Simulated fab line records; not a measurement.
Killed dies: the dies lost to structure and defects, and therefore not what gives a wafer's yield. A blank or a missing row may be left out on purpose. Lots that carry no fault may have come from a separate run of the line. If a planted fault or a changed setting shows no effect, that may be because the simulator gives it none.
Check for tools in common | flow gf180mcu | Lots sampled 11, wafers sampled 33

REASON IT WAS OPENED
At GF_CONTACT_RS_MEAS_25 the reading CONTACT_W_RS is flagged on 2 of 11 lots. No-fault wafers: 0.383 ohm/sq, standard deviation 0.0044.
Rule: a lot gets a flag if all its wafers with a number sit over 4 standard deviations from that mean, or if no wafer of it has a number. All remaining lots are regarded as sound.

lot  | measured     | on            | CONTACT_W_RS (ohm/sq), wafer by wafer | flag
L464 | day 16 16:04 | film metro-02 | 0.389 0.386 0.389                     |
L467 | day 17 12:02 | film metro-03 | 0.700 0.699 0.708                     | FLAGGED
L468 | day 17 23:26 | film metro-02 | 0.691 0.686 0.692                     | FLAGGED
L477 | day 21 08:41 | film metro-02 | 0.381 0.377 0.382                     |
L478 | day 21 13:29 | film metro-04 | 0.377 0.378 0.377                     |
L479 | day 22 01:56 | film metro-02 | 0.379 0.381 0.381                     |
L480 | day 22 08:08 | film metro-02 | 0.383 0.381 0.380                     |
L481 | day 22 14:42 | film metro-03 | 0.377 0.371 0.374                     |
L482 | day 23 00:05 | film metro-02 | 0.382 0.382 0.382                     |
L483 | day 23 10:13 | film metro-03 | 0.384 0.384 0.387                     |
L485 | day 24 02:26 | film metro-04 | 0.381 0.387 0.382                     |
The numbers of the flagged lots are 0.696 ohm/sq on average: +0.313 ohm/sq against the usual, or +71 standard deviations.

WHICH TOOL RAN EACH LOT
The record holds 2 process steps before the reading, out of a route of 602 steps. Each cell gives the tool, then ch followed by the chambers the sampled wafers passed through, then the start.
lot  | flag    | GF_VT_IMPLANT_STRIP_31               | GF_CONTACT_CVD_24
L464 |         | plasma asher-04 ch 0,1, day 7 04:14  | cvd w-02 ch 1, day 16 15:58
L467 | FLAGGED | plasma asher-02 ch 0,1, day 7 22:31  | cvd w-01 ch 0,1, day 17 11:55
L468 | FLAGGED | plasma asher-03 ch 1, day 8 05:10    | cvd w-01 ch 0,1, day 17 23:19
L477 |         | plasma asher-04 ch 0,1, day 10 15:56 | cvd w-01 ch 0,1, day 21 08:34
L478 |         | plasma asher-02 ch 0,1, day 10 22:41 | cvd w-01 ch 0,1, day 21 13:23
L479 |         | plasma asher-02 ch 0,1, day 11 06:49 | cvd w-01 ch 0,1, day 22 01:50
L480 |         | plasma asher-02 ch 0,1, day 11 12:11 | cvd w-01 ch 0,1, day 22 08:02
L481 |         | plasma asher-02 ch 0,1, day 11 18:17 | cvd w-01 ch 0,1, day 22 14:35
L482 |         | plasma asher-02 ch 0,1, day 12 01:02 | cvd w-02 ch 0,1, day 22 23:59
L483 |         | plasma asher-04 ch 0,1, day 12 09:49 | cvd w-02 ch 0,1, day 23 10:07
L485 |         | plasma asher-02 ch 0,1, day 12 20:58 | cvd w-02 ch 0,1, day 24 02:19
What these steps do:
- GF_VT_IMPLANT_STRIP_31: strips in O2/N2.
- GF_CONTACT_CVD_24: deposits W, target thk 300 nm, time 90.339 s.
- GF_CONTACT_RS_MEAS_25: measures by four-point-probe.

FLAGGED AGAINST TOTAL, ONE TOOL AT A TIME (gauges that did the reading follow at the end)
step                   | tool            | lots run | flagged | share of the flagged lots | sound lots run after its first flagged lot
GF_VT_IMPLANT_STRIP_31 | plasma asher-02 | 7        | 1       | some                      | 6 (L478,L479,L480,L481,L482,L485)
GF_VT_IMPLANT_STRIP_31 | plasma asher-03 | 1        | 1       | some                      | 0
GF_VT_IMPLANT_STRIP_31 | plasma asher-04 | 3        | 0       | none                      | -
GF_CONTACT_CVD_24      | cvd w-01        | 7        | 2       | all                       | 5 (L477,L478,L479,L480,L481)
GF_CONTACT_CVD_24      | cvd w-02        | 4        | 0       | none                      | -
GF_CONTACT_RS_MEAS_25  | film metro-02   | 6        | 1       | some                      | 4 (L477,L479,L480,L482)
GF_CONTACT_RS_MEAS_25  | film metro-03   | 3        | 1       | some                      | 2 (L481,L483)
GF_CONTACT_RS_MEAS_25  | film metro-04   | 2        | 0       | none                      | -

WHAT THE TABLE PERMITS
All flagged lots share 1 row of the table, namely cvd w-01 at GF_CONTACT_CVD_24.
- cvd w-01 at GF_CONTACT_CVD_24: 2 of its 7 lots flagged. Sound lots ran on it after the first flagged one (L477, L478, L479, L480, L481), which a lasting fault on the whole tool wouldn't allow. Its own readings lie more than 4 standard deviations out on every wafer of the flagged lots: susceptor temp C.
No row of the table ran every flagged lot and no sound lot after the first.

WHAT THE SIMULATOR HAD INSERTED
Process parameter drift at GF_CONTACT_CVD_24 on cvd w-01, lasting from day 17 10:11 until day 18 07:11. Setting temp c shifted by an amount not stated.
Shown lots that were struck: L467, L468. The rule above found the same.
